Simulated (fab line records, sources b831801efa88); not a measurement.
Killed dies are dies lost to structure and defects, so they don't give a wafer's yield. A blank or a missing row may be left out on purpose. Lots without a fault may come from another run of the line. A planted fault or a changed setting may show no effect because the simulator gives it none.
Which tool did it? | flow sky130 | 24 lots, 72 wafers sampled, at 4 steps of a route of 708

WHAT THE GAUGES READ, wafer by wafer
SKY_VT_ADJUST_NCORE_OVL_MEAS_08.
lot  | measured     | on         | VT_ADJUST_NCORE_OVL (nm)
L074 | day 8 11:01  | overlay-01 | 3.6 -1.2 -0.3
L075 | day 9 01:58  | overlay-02 | 1.3 -0.8 0.2
L076 | day 9 02:28  | overlay-02 | 0.4 1.0 0.3
L077 | day 9 12:06  | overlay-02 | 0.8 -1.1 -0.7
L078 | day 9 16:45  | overlay-02 | 2.4 2.3 -0.1
L079 | day 9 22:19  | overlay-01 | 0.2 -0.8 -0.3
L080 | day 10 04:19 | overlay-01 | -0.4 0.3 0.0
L081 | day 10 14:44 | overlay-01 | -1.7 -2.3 -4.8
L082 | day 10 19:24 | overlay-01 | -0.7 -2.2 -0.5
L083 | day 11 02:12 | overlay-02 | 0.9 -1.1 2.0
L084 | day 11 11:12 | overlay-02 | -2.3 1.6 -0.4
L085 | day 11 15:57 | overlay-02 | 0.5 2.6 1.2
L086 | day 11 22:27 | overlay-02 | 1.3 1.7 -0.2
L087 | day 12 09:07 | overlay-02 | -0.3 -1.1 -1.5
L088 | day 12 18:18 | overlay-01 | -1.0 -0.5 0.8
L089 | day 13 03:48 | overlay-02 | 0.8 2.0 2.0
L090 | day 13 05:02 | overlay-01 | -0.4 0.0 -0.7
L091 | day 13 09:38 | overlay-02 | -0.4 -1.0 -0.9
L092 | day 13 17:33 | overlay-02 | -1.7 -0.7 -1.6
L093 | day 14 03:30 | overlay-01 | -1.9 -2.7 -1.0
L094 | day 14 07:34 | overlay-02 | -3.1 -2.6 -1.8
L095 | day 14 14:10 | overlay-01 | 0.4 -2.4 0.1
L096 | day 14 22:20 | overlay-01 | 1.3 1.3 1.3
L097 | day 15 09:06 | overlay-02 | -0.8 0.7 0.1

SKY_POLY_GATE_THK_MEAS_04.
lot  | measured     | on            | POLY_GATE_CVD_03_THK (nm)
L074 | day 15 07:07 | film_metro-03 | 75.1 75.1 74.5
L075 | day 15 20:01 | film_metro-01 | 74.7 74.4 75.5
L076 | day 15 20:02 | film_metro-03 | 74.4 75.2 74.2
L077 | day 16 06:54 | film_metro-03 | 74.8 75.3 74.9
L078 | day 16 15:09 | film_metro-02 | 75.1 75.2 75.3
L079 | day 16 18:41 | film_metro-01 | 74.2 74.2 74.4
L080 | day 17 03:58 | film_metro-03 | 75.6 76.5 76.4
L081 | day 17 13:43 | film_metro-01 | 74.8 74.8 74.9
L082 | day 17 21:54 | film_metro-02 | 75.4 75.5 75.1
L083 | day 18 11:48 | film_metro-03 | 75.4 75.1 75.2
L084 | day 19 00:08 | film_metro-01 | 73.8 74.0 74.4
L085 | day 19 01:29 | film_metro-03 | 75.4 75.8 75.3
L086 | day 19 22:05 | film_metro-01 | 74.3 74.7 74.0
L087 | day 20 07:04 | film_metro-01 | 74.1 74.1 74.4
L088 | day 20 11:30 | film_metro-02 | 75.5 75.2 75.7
L089 | day 21 05:25 | film_metro-01 | 74.4 74.5 75.1
L090 | day 21 04:03 | film_metro-01 | 75.0 74.8 74.5
L091 | day 21 01:33 | film_metro-02 | 73.9 74.2 74.0
L092 | day 22 16:05 | film_metro-02 | 74.4 74.2 75.2
L093 | day 22 17:26 | film_metro-02 | 74.5 74.2 74.8
L094 | day 22 17:28 | film_metro-03 | 75.3 74.9 75.4
L095 | day 22 17:28 | film_metro-01 | 74.7 75.6 75.5
L096 | day 23 00:23 | film_metro-01 | 76.0 75.6 75.3
L097 | day 23 05:34 | film_metro-03 | 76.0 75.9 75.3

WHICH TOOL RAN EACH LOT (tool, then ch and the chambers of the sampled wafers, then the start)
lot  | SKY_FIELD_ISO_ETCH_14             | SKY_FIELD_ISO_CMP_27
L074 | rie_diel-04 ch 1,2,3, day 2 04:20 | cmp-02 ch 0,1,3, day 2 09:34
L075 | rie_diel-02 ch 0,2,3, day 2 10:48 | cmp-02 ch 0,1,2, day 2 14:56
L076 | rie_diel-02 ch 0,2,3, day 2 16:03 | cmp-02 ch 0,1,2, day 2 20:43
L077 | rie_diel-02 ch 2,3, day 2 21:03   | cmp-02 ch 1,2,3, day 3 01:33
L078 | rie_diel-01 ch 0,2,3, day 3 01:23 | cmp-02 ch 1,2, day 3 06:02
L079 | rie_diel-04 ch 1,2, day 3 07:11   | cmp-02 ch 2,3, day 3 11:10
L080 | rie_diel-04 ch 2,3, day 3 11:06   | cmp-01 ch 0,1,2, day 3 15:08
L081 | rie_diel-02 ch 0,1,2, day 3 16:59 | cmp-01 ch 0,1,2, day 3 21:51
L082 | rie_diel-01 ch 0,2,3, day 3 22:56 | cmp-01 ch 0,2,3, day 4 02:30
L083 | rie_diel-01 ch 2,3, day 4 03:09   | cmp-01 ch 0,1,3, day 4 07:36
L084 | rie_diel-01 ch 0,1,3, day 4 09:42 | cmp-02 ch 0,1,3, day 4 13:07
L085 | rie_diel-04 ch 0,1, day 4 15:20   | cmp-02 ch 2,3, day 4 18:45
L086 | rie_diel-02 ch 0,1,3, day 4 19:42 | cmp-01 ch 0,1, day 4 23:07
L087 | rie_diel-04 ch 0,2,3, day 5 01:24 | cmp-02 ch 0,1,3, day 5 04:49
L088 | rie_diel-01 ch 0,3, day 5 05:38   | cmp-01 ch 0,1,3, day 5 12:32
L089 | rie_diel-02 ch 0,1,2, day 5 11:12 | cmp-02 ch 1,3, day 5 17:58
L090 | rie_diel-02 ch 0,2,3, day 5 16:26 | cmp-02 ch 0,3, day 5 22:02
L091 | rie_diel-04 ch 1,2, day 5 20:15   | cmp-01 ch 0,1,2, day 6 00:53
L092 | rie_diel-02 ch 2,3, day 6 02:15   | cmp-01 ch 1,2,3, day 6 06:14
L093 | rie_diel-04 ch 0,1,3, day 6 08:50 | cmp-01 ch 0,2,3, day 6 13:41
L094 | rie_diel-04 ch 0,2, day 6 13:45   | cmp-01 ch 0,1,3, day 6 18:26
L095 | rie_diel-02 ch 0,1,3, day 6 17:46 | cmp-02 ch 1,2,3, day 6 21:20
L096 | rie_diel-01 ch 0,1,2, day 6 23:30 | cmp-02 ch 1,2,3, day 7 04:14
L097 | rie_diel-02 ch 1,2, day 7 04:39   | cmp-01 ch 0,2,3, day 7 10:51
- SKY_FIELD_ISO_ETCH_14: etches BARC in N2/H2, stops on SiO2, time 45.9 s, target depth 60 nm.
- SKY_FIELD_ISO_CMP_27: polishes, stops on Si3N4, t overpolish 16 s, target thk 457.8 nm.

WHAT THE TOOLS THEMSELVES READ (means of the sampled wafers that have a number; where no wafer has one, the mark that the record gives instead)
SKY_FIELD_ISO_ETCH_14.
lot  | tool        | drypump_motor_current_A (A) | oes_product_au (a.u.) | throttle_valve_pct (%)
L074 | rie_diel-04 | 6.3                         | 0.862                 | 13.222
L075 | rie_diel-02 | 5.1                         | 0.859                 | 13.239
L076 | rie_diel-02 | 5.1                         | 0.859                 | 13.228
L077 | rie_diel-02 | 5.1                         | 0.855                 | 13.223
L078 | rie_diel-01 | 5.6                         | 0.856                 | 13.226
L079 | rie_diel-04 | 6.1                         | 0.855                 | 13.231
L080 | rie_diel-04 | 6.3                         | 0.857                 | 13.225
L081 | rie_diel-02 | 5.3                         | 0.853                 | 13.234
L082 | rie_diel-01 | 5.6                         | 0.852                 | 13.218
L083 | rie_diel-01 | 5.6                         | 0.855                 | 13.224
L084 | rie_diel-01 | 5.7                         | 0.858                 | 13.227
L085 | rie_diel-04 | 5.9                         | 0.858                 | 13.223
L086 | rie_diel-02 | 4.9                         | 0.856                 | 13.227
L087 | rie_diel-04 | 6.2                         | 0.854                 | 13.217
L088 | rie_diel-01 | 5.8                         | 0.855                 | 13.218
L089 | rie_diel-02 | 5.3                         | 0.853                 | 13.224
L090 | rie_diel-02 | 5.1                         | 0.855                 | 13.220
L091 | rie_diel-04 | 6.1                         | 0.855                 | 13.231
L092 | rie_diel-02 | 5.1                         | 0.854                 | 13.231
L093 | rie_diel-04 | 6.2                         | 0.853                 | 13.222
L094 | rie_diel-04 | 5.9                         | 0.852                 | 13.225
L095 | rie_diel-02 | 4.9                         | 0.855                 | 13.229
L096 | rie_diel-01 | 5.5                         | 0.854                 | 13.225
L097 | rie_diel-02 | 5.7                         | 0.852                 | 13.225

SKY_FIELD_ISO_CMP_27.
lot  | tool   | motor_current_A (A) | overpolish_run_s (s) | time_to_endpoint_s (s)
L074 | cmp-02 | 11.7                | 16.004               | 115
L075 | cmp-02 | 11.6                | 15.992               | 121
L076 | cmp-02 | 11.8                | 16.001               | 117
L077 | cmp-02 | 12.6                | 16.002               | 114
L078 | cmp-02 | 12.4                | 15.997               | 114
L079 | cmp-02 | 12.3                | 15.992               | 111
L080 | cmp-01 | 12.1                | 15.999               | 114
L081 | cmp-01 | 11.9                | 16.007               | 119
L082 | cmp-01 | 12.8                | 16.006               | 117
L083 | cmp-01 | 13.2                | 16.006               | 116
L084 | cmp-02 | 11.8                | 15.999               | 114
L085 | cmp-02 | 12.6                | 16.000               | 113
L086 | cmp-01 | 12.1                | 16.010               | 112
L087 | cmp-02 | 11.9                | 16.004               | 114
L088 | cmp-01 | 13.0                | 15.997               | 111
L089 | cmp-02 | 12.8                | 16.000               | 114
L090 | cmp-02 | 11.4                | 15.998               | 119
L091 | cmp-01 | 11.9                | 15.995               | 116
L092 | cmp-01 | 13.0                | 16.003               | 109
L093 | cmp-01 | 12.9                | 15.994               | 113
L094 | cmp-01 | 13.1                | 16.002               | 109
L095 | cmp-02 | 12.5                | 16.004               | 115
L096 | cmp-02 | 12.7                | 15.999               | 115
L097 | cmp-01 | 13.4                | 16.008               | 116

THE ANSWER, worked out from the rows above alone
Rule: what is usual is taken from the lots themselves. Put in order of their means at a reading, lots are off if they are a third of the lots or fewer, leave a main group of 4 or more, and stand apart from it by a gap of 3 or more times the standard deviation of the main group's means; of several such gaps the widest counts. A main group whose means are all the same, to the digits that the tables above print for the reading, isn't used. A lot without any number at a reading at which 4 lots or more have one is off too. The other lots that the step has rows for count as sound. The gauges are gone through in route order, then the tools' own readings, and for those a lot's mean is taken as printed above. The first step at which some lot is off is used, and at that step the reading that is off furthest; a lot without a number counts as furthest.
No lot is off at any reading shown: from this, nothing can be told.

WHAT THE SIMULATOR HAD PUT IN
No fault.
